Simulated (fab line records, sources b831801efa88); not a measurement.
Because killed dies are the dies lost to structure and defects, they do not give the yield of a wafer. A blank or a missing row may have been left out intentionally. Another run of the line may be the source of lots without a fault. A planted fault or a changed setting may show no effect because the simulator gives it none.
8D (eight disciplines) problem report, filled in by code -- flow sky130 -- the parts of the form that need people (team, actions taken, sign-off) are left out

1. PROBLEM STATEMENT
Mean of heaterPowerTotalW at SKY_VT_ADJUST_NCORE_SOFTBAKE_03: 55.39 W across 6 wafers in 2 lots; on wafers with no fault it is 56.60 W (standard deviation 0.048). Measured from the usual mean, that is -25 standard deviations.
The step: time 60 s.
Earliest sighting: wafer L582.1 on lithoTrack-02 at day 11 14:53. The record has a number at this step for 42 wafers belonging to 14 lots. Rule for "out", or "out of limits": more than 4 standard deviations from the usual mean. Any other wafer with a number is counted as sound.

2. WHAT THIS IS AND IS NOT
question,is,is not
which readings at this step,"heaterPowerTotalW, plateTempC",-
which lots,"L582, L583","L571, L572, L573, L574, L581, L585, L587, L590, L591, L592, L593, L594"
which wafers of those lots,all that have a number,-
read on which tools,lithoTrack-02,"lithoTrack-01, lithoTrack-04"
when,from day 11 14:53,"up to then (15 sound wafers); but 21 sound wafers of L585, L587, L590, L591, L592, L593, L594 came after"

3. THE SUSPECTS, EACH WITH WHAT RULES IT OUT
Counting: a tool at any process step up to the reading remains a suspect when it ran all the lots that are out and ran no sound lot after the first of those.
- lithoTrack-02 at SKY_VT_ADJUST_NCORE_SOFTBAKE_03 (time 60 s): ruled out as a lasting fault. Sound lots L594 ran on it after its first lot that is out, L582 (day 11 14:53).
Left after counting: nothing in the record.

4. THE CAUSE (what the simulator had put in)
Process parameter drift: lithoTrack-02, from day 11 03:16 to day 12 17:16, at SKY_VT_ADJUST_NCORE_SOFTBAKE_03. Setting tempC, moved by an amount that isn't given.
Counting ruled it out, wrongly.

5. SEQUENCE OF EFFECTS, ordered by route
Rows list readings where the struck wafers' mean (over those with a number) sits beyond 3 standard deviations from the usual. Scope: only readings with a usual standard deviation given in the record; hours: median across lots of the time from each lot's start at the first step in this table that gives one to its start at this step; sigmas: change in usual standard deviations.
hours,step,reading,usual,on struck wafers,change,sigmas
0,SKY_VT_ADJUST_NCORE_SOFTBAKE_03,heaterPowerTotalW,56.60 W,55.39,-1.21,-25
0,SKY_VT_ADJUST_NCORE_SOFTBAKE_03,plateTempC,90.01 C,88.72,-1.29,-12
Its process steps:
- SKY_VT_ADJUST_NCORE_SOFTBAKE_03: time 60 s.
Later steps that measure or inspect, where all struck wafers having a row at the step show a number for every such reading and not one has moved that far: SKY_SONOS_ONO_THK_MEAS_01, SKY_POLY_GATE_THK_MEAS_01.

6. WHAT WOULD HAVE CAUGHT IT SOONER
12 hours passed between the start of the fault at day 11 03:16 and the first reading out of limits in this record, taken at day 11 14:53.
